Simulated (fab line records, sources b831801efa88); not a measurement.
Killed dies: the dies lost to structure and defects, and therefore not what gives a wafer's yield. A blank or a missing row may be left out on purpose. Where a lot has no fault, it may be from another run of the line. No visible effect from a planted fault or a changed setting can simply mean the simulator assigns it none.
fab line records | flow sky130
record: lots: 12 wafers: 36 lastDay: 50
route steps=708 shown SONOS_TUNNEL@162 POLY_GATE@218 LDD_N@247 LDD_HVP@285
lots untouched by any fault: they come from a run of this same line in which no faults occurred
startH: hours from the record's opening day to when the first of the lot's shown wafers began | waitH: time in hours since the lot's previous step | " repeats the value in the row above | L1.1+2: a row that stands for several wafers | - no value present, or no start provided | * or withheld: withheld | < > ~ a bound
route shown NAME@n: names a module that has steps shown in the file, with the first one's number in the route | usual: mean and standard deviation over wafers with no fault | same: alike in all rows | chamber/n: place in a boat | sites: the reading at each site | _std_site: the standard deviation of these | _edge_site: mean of outer sites minus mean of inner sites | radiusMm: for every site, how far away it sits from the centre of the wafer | mask NAME#n: copy n | behind: the tool/chamber that last shaped the wafer | hold: why the lot went on hold/how many hours it stayed there/how the hold came to an end | device: the n, p or np transistor that did not switch | end of line: the tests these same wafers got at the end of their route | for a step that has no rows: nothing shown but its recipe | killed: not the wafer's yield, but the dies lost to structure and defects at the first sort | map: dies across one wafer; x = killed, . = not, _ = none there
set.NAME: the setting the step ran with; set.NAME@STEP: the setting that earlier step ran with | model.NAME: the simulator's own value behind a step, which no gauge read
route steps across a sampled set of lots; one table per step, one row per wafer
services: a tool's chamber out of use, with start hour (startH, from the record's first day; less than 0 if before it), hours out, and reason
== steps ==
step: SKY_SONOS_TUNNEL_OVL_MEAS_08
usual: SONOS_TUNNEL_OVL: 0.1/1.3
columns lot.wafer tool chamber startH waitH SONOS_TUNNEL_OVL[nm]
L601.2 overlay-01 - 243.76 0.1 1.0
L601.3 " - " " 1.4
L601.6 " - " " 1.5
L603.1 overlay-01 - 266.91 0.1 0.4
L603.5 " - " " 1.1
L603.6 " - " " 2.7
L605.1 overlay-01 - 282.72 0.1 1.1
L605.3 " - " " -0.3
L605.5 " - " " 0.0
L606.2 overlay-02 - 289.46 0.1 0.1
L606.4 " - " " 1.4
L606.5 " - " " -0.5
L607.3 overlay-01 - 298.42 0.1 -0.9
L607.4 " - " " 1.1
L607.5 " - " " -0.4
L615.3 overlay-02 - 355.72 0.1 -1.6
L615.4 " - " " -2.2
L615.6 " - " " -2.2
L616.3 overlay-02 - 367.13 0.1 0.3
L616.4 " - " " -1.7
L616.5 " - " " 0.2
L619.1 overlay-02 - 388.10 0.1 2.5
L619.3 " - " " 0.3
L619.5 " - " " 0.1
L620.3 overlay-01 - 400.43 0.1 -0.6
L620.5 " - " " -1.7
L620.6 " - " " -1.3
L621.1 overlay-02 - 407.70 0.1 0.4
L621.2 " - " " -0.7
L621.3 " - " " 0.0
L622.3 overlay-01 - 415.52 0.1 1.5
L622.4 " - " " -1.6
L622.5 " - " " 0.0
L624.1 overlay-01 - 448.20 0.1 2.1
L624.2 " - " " 1.0
L624.4 " - " " 1.3
step: SKY_POLY_GATE_THK_MEAS_04
recipe: reads: Si3N4_of_POLY_GATE_CVD_03
usual: POLY_GATE_CVD_03_THK: 74.8/0.81
columns lot.wafer tool chamber startH waitH POLY_GATE_CVD_03_THK[nm]
L601.2 filmMetro-02 - 335.13 0.0 74.0
L601.3 " - " " 73.6
L601.6 " - " " 74.1
L603.1 filmMetro-02 - 355.45 0.0 75.6
L603.5 " - " " 75.6
L603.6 " - " " 75.3
L605.1 filmMetro-02 - 378.15 0.0 75.4
L605.3 " - " " 75.0
L605.5 " - " " 74.7
L606.2 filmMetro-02 - 385.21 0.0 76.1
L606.4 " - " " 75.5
L606.5 " - " " 75.8
L607.3 filmMetro-02 - 398.07 0.0 75.6
L607.4 " - " " 75.2
L607.5 " - " " 75.1
L615.3 filmMetro-04 - 460.13 0.0 75.9
L615.4 " - " " 75.2
L615.6 " - " " 75.0
L616.3 filmMetro-01 - 470.77 0.0 75.5
L616.4 " - " " 75.2
L616.5 " - " " 75.8
L619.1 filmMetro-01 - 498.45 0.0 74.6
L619.3 " - " " 74.6
L619.5 " - " " 74.9
L620.3 filmMetro-01 - 506.33 0.0 74.8
L620.5 " - " " 75.3
L620.6 " - " " 74.7
L621.1 filmMetro-04 - 514.75 0.0 74.5
L621.2 " - " " 74.3
L621.3 " - " " 74.3
L622.3 filmMetro-04 - 527.44 0.0 73.5
L622.4 " - " " 73.7
L622.5 " - " " 73.3
L624.1 filmMetro-04 - 552.75 0.0 73.6
L624.2 " - " " 73.6
L624.4 " - " " 74.0
step: SKY_LDD_N_IMPLANT_10
recipe: species: As energyKev: 20 doseCm2: 7.5e+13 tiltDeg: withheld rotationDeg: 203
usual: doseIonsCm2: 7.503e+13/6.8e+10 faradayCurrentUA: 423/7.9
columns lot.wafer tool chamber startH waitH doseIonsCm2 faradayCurrentUA
L601.2 implanter-03 0 395.40 0.1 7.51e+13 421
L601.3 " 0 " " 7.493e+13 418
L601.6 " 0 " " 7.503e+13 411
L603.1 implanter-02 0 416.93 0.1 7.494e+13 421
L603.5 " 0 " " 7.499e+13 402
L603.6 " 0 " " 7.496e+13 416
L605.1 implanter-04 0 443.92 0.1 7.489e+13 408
L605.3 " 0 " " 7.501e+13 419
L605.5 " 0 " " 7.493e+13 435
L606.2 implanter-03 0 450.54 0.1 7.506e+13 411
L606.4 " 0 " " 7.506e+13 435
L606.5 " 0 " " 7.503e+13 428
L607.3 implanter-03 0 461.77 0.1 7.501e+13 430
L607.4 " 0 " " 7.514e+13 422
L607.5 " 0 " " 7.515e+13 419
L615.3 implanter-04 0 523.68 0.1 5.358e+13 309
L615.4 " 0 " " 5.362e+13 310
L615.6 " 0 " " 5.355e+13 300
L616.3 implanter-04 0 535.02 0.1 5.349e+13 304
L616.4 " 0 " " 5.357e+13 300
L616.5 " 0 " " 5.353e+13 304
L619.1 implanter-02 0 561.34 0.1 7.512e+13 422
L619.3 " 0 " " 7.505e+13 434
L619.5 " 0 " " 7.511e+13 405
L620.3 implanter-02 0 569.07 0.1 7.503e+13 424
L620.5 " 0 " " 7.491e+13 428
L620.6 " 0 " " 7.505e+13 428
L621.1 implanter-02 0 576.77 0.1 7.498e+13 408
L621.2 " 0 " " 7.499e+13 421
L621.3 " 0 " " 7.492e+13 432
L622.3 implanter-04 0 589.37 0.1 7.506e+13 419
L622.4 " 0 " " 7.508e+13 424
L622.5 " 0 " " 7.508e+13 421
L624.1 implanter-04 0 616.32 0.1 7.503e+13 433
L624.2 " 0 " " 7.49e+13 428
L624.4 " 0 " " 7.498e+13 405
step: SKY_LDD_N_STRIP_16
recipe: chemistry: O2/N2 powerW: 1400 pressureMtorr: 1500 platenTempC: withheld o2FlowSccm: 3000 n2FlowSccm: 300 overashFraction: 0.5
usual: drypumpMotorCurrentA: 5.8/0.41 oesProductAu: 0.407/0.0048 stripTimeToEndpointS: 4.321/0.015
columns lot.wafer tool chamber startH waitH drypumpMotorCurrentA oesProductAu rfHoursCounterH stripTimeToEndpointS
L601.2 plasmaAsher-02 0 396.27 0.1 5.5 0.411 28 4.340
L601.3 " 1 " " 5.9 0.414 - 4.348
L601.6 " 0 " " 5.5 0.411 - 4.316
L603.1 plasmaAsher-02 0 417.83 0.1 5.5 0.407 31 4.313
L603.5 " 1 " " 6.0 0.404 - 4.329
L603.6 " 0 " " 5.5 0.412 - 4.314
L605.1 plasmaAsher-04 0 444.82 0.1 5.4 0.402 76 4.337
L605.3 " 1 " " 6.7 0.401 - 4.311
L605.5 " 1 " " 6.7 0.403 - 4.313
L606.2 plasmaAsher-02 0 451.42 0.1 5.5 0.408 35 4.312
L606.4 " 1 " " 5.9 0.408 - 4.298
L606.5 " 1 " " 5.9 0.404 - 4.303
L607.3 plasmaAsher-04 1 462.65 0.1 6.7 0.405 - 4.320
L607.4 " 0 " " 5.4 0.404 - 4.323
L607.5 " 0 " " 5.4 0.412 - 4.318
L615.3 plasmaAsher-04 1 524.56 0.1 6.7 0.404 - 4.254
L615.4 " 0 " " 5.3 0.403 - 4.254
L615.6 " 1 " " 6.7 0.401 - 4.254
L616.3 plasmaAsher-01 1 535.90 0.1 5.6 0.410 - 4.259
L616.4 " 0 " " 6.0 0.400 - 4.275
L616.5 " 0 " " 5.9 0.410 - 4.258
L619.1 plasmaAsher-04 1 562.24 0.1 6.7 0.413 88 4.307
L619.3 " 0 " " 5.4 0.408 - 4.333
L619.5 " 0 " " 5.4 0.398 - 4.314
L620.3 plasmaAsher-02 0 569.95 0.1 5.5 0.408 - 4.316
L620.5 " 0 " " 5.5 0.405 - 4.334
L620.6 " 1 " " 5.9 0.416 - 4.326
L621.1 plasmaAsher-01 0 577.67 0.1 6.0 0.398 70 4.319
L621.2 " 1 " " 5.6 0.407 70 4.318
L621.3 " 1 " " 5.6 0.411 - 4.311
L622.3 plasmaAsher-04 0 590.25 0.1 5.4 0.405 - 4.305
L622.4 " 1 " " 6.7 0.399 - 4.312
L622.5 " 0 " " 5.4 0.411 - 4.314
L624.1 plasmaAsher-01 1 617.22 0.1 5.6 0.415 74 4.343
L624.2 " 0 " " 6.0 0.409 74 4.321
L624.4 " 1 " " 5.6 0.409 - 4.308
step: SKY_LDD_N_TW_MEAS_17
usual: LDD_N_TW: 2581/12
columns lot.wafer tool chamber startH waitH LDD_N_TW
L601.2 filmMetro-04 - 396.38 0.1 2585
L601.3 " - " " 2566
L601.6 " - " " 2565
L603.1 filmMetro-04 - 417.93 0.1 2550
L603.5 " - " " 2553
L603.6 " - " " 2560
L605.1 filmMetro-01 - 444.92 0.1 2571
L605.3 " - " " 2604
L605.5 " - " " 2599
L606.2 filmMetro-03 - 451.53 0.1 2582
L606.4 " - " " 2596
L606.5 " - " " 2583
L607.3 filmMetro-01 - 462.74 0.1 2585
L607.4 " - " " 2595
L607.5 " - " " 2574
L615.3 filmMetro-03 - 524.65 0.1 2541
L615.4 " - " " 2533
L615.6 " - " " 2545
L616.3 filmMetro-03 - 535.99 0.1 2539
L616.4 " - " " 2549
L616.5 " - " " 2549
L619.1 filmMetro-03 - 562.34 0.1 2605
L619.3 " - " " 2597
L619.5 " - " " 2595
L620.3 filmMetro-01 - 570.04 0.1 2586
L620.5 " - " " 2589
L620.6 " - " " 2582
L621.1 filmMetro-03 - 577.77 0.1 2585
L621.2 " - " " 2572
L621.3 " - " " 2579
L622.3 filmMetro-01 - 590.34 0.1 2589
L622.4 " - " " 2577
L622.5 " - " " 2586
L624.1 filmMetro-04 - 617.32 0.1 2565
L624.2 " - " " 2569
L624.4 " - " " 2577
step: SKY_LDD_HVP_OVL_MEAS_07
usual: LDD_HVP_OVL: -1.5/1.2
columns lot.wafer tool chamber startH waitH LDD_HVP_OVL[nm]
L601.2 overlay-02 - 489.39 0.1 -0.8
L601.3 " - " " -0.5
L601.6 " - " " -1.8
L603.1 overlay-01 - 512.08 0.1 -1.0
L603.5 " - " " -2.1
L603.6 " - " " -1.5
L605.1 overlay-01 - 537.78 0.1 -0.5
L605.3 " - " " -1.3
L605.5 " - " " -2.1
L606.2 overlay-02 - 543.80 0.1 -1.7
L606.4 " - " " 0.1
L606.5 " - " " -2.1
L607.3 overlay-01 - 553.69 0.1 -2.6
L607.4 " - " " -1.3
L607.5 " - " " -2.1
L615.3 overlay-01 - 613.05 0.1 0.2
L615.4 " - " " 1.7
L615.6 " - " " -0.4
L616.3 overlay-01 - 625.09 0.1 -2.1
L616.4 " - " " -2.3
L616.5 " - " " -3.9
L619.1 overlay-01 - 649.94 0.1 -2.0
L619.3 " - " " -1.0
L619.5 " - " " -4.1
L620.3 overlay-02 - 657.36 0.1 -1.2
L620.5 " - " " -1.5
L620.6 " - " " -1.1
L621.1 overlay-02 - 664.99 0.1 0.3
L621.2 " - " " -1.0
L621.3 " - " " -1.0
L622.3 overlay-01 - 676.20 0.1 -3.3
L622.4 " - " " -3.0
L622.5 " - " " -0.9
L624.1 overlay-01 - 703.23 0.1 -2.8
L624.2 " - " " -1.9
L624.4 " - " " -2.4
== services ==
columns tool chamber startH hours kind
implanter-02 - 384.42 2.7 repair
plasmaAsher-04 - 391.55 0.3 repair
plasmaAsher-01 - 415.47 2.5 repair
implanter-04 - 423.11 11.6 repair
plasmaAsher-02 - 437.56 1.0 repair
plasmaAsher-01 - 440.53 14.6 pm
plasmaAsher-04 - 456.77 1.7 repair
plasmaAsher-01 - 458.41 7.9 repair
plasmaAsher-04 - 478.29 0.9 repair
implanter-03 - 494.88 80.7 pm
plasmaAsher-02 - 515.58 13.3 repair
implanter-02 - 521.89 2.9 repair
plasmaAsher-04 - 543.83 2.8 pm
implanter-02 - 556.36 4.4 pm
implanter-04 - 567.74 1.7 repair
implanter-03 - 575.57 2.2 pm
plasmaAsher-02 - 587.86 15.6 pm
== key ==
firstSign: step: SKY_LDD_N_IMPLANT_10 reading: doseIonsCm2 direction: down sigmas: 99+ usual: * struck: *
effect: step: SKY_LDD_N_IMPLANT_10 reading: faradayCurrentUA direction: down sigmas: 15 usual: 423 struck: 304
effect: step: SKY_LDD_N_STRIP_16 reading: stripTimeToEndpointS direction: down sigmas: 4.2 usual: * struck: *
effect: step: SKY_LDD_N_TW_MEAS_17 reading: LDD_N_TW direction: down sigmas: 3.2 usual: 2581 struck: 2543
metAt SKY_LDD_N_IMPLANT_10
struckLots L615,L616
testerLeftOut L615,L616
notActingAt SKY_SONOS_TUNNEL_OVL_MEAS_08,SKY_POLY_GATE_THK_MEAS_04,SKY_LDD_HVP_OVL_MEAS_07
onsetBetween 443.92 523.68
fault: kind: processParameterDrift tool: implanter-04 chamber: - onsetH: 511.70 steps: SKY_LDD_N_IMPLANT_10 channel: doseCm2 offset: * shape: step endH: 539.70 actsIn: * stated: *
testerLeftOut: of these lots the tester's yield and bins aren't shown, on N5 and GAA mostly nor the transistor test; their killed dies are dies lost to structure and defects alone, not to doping, threshold or leakage, so they don't give the yield
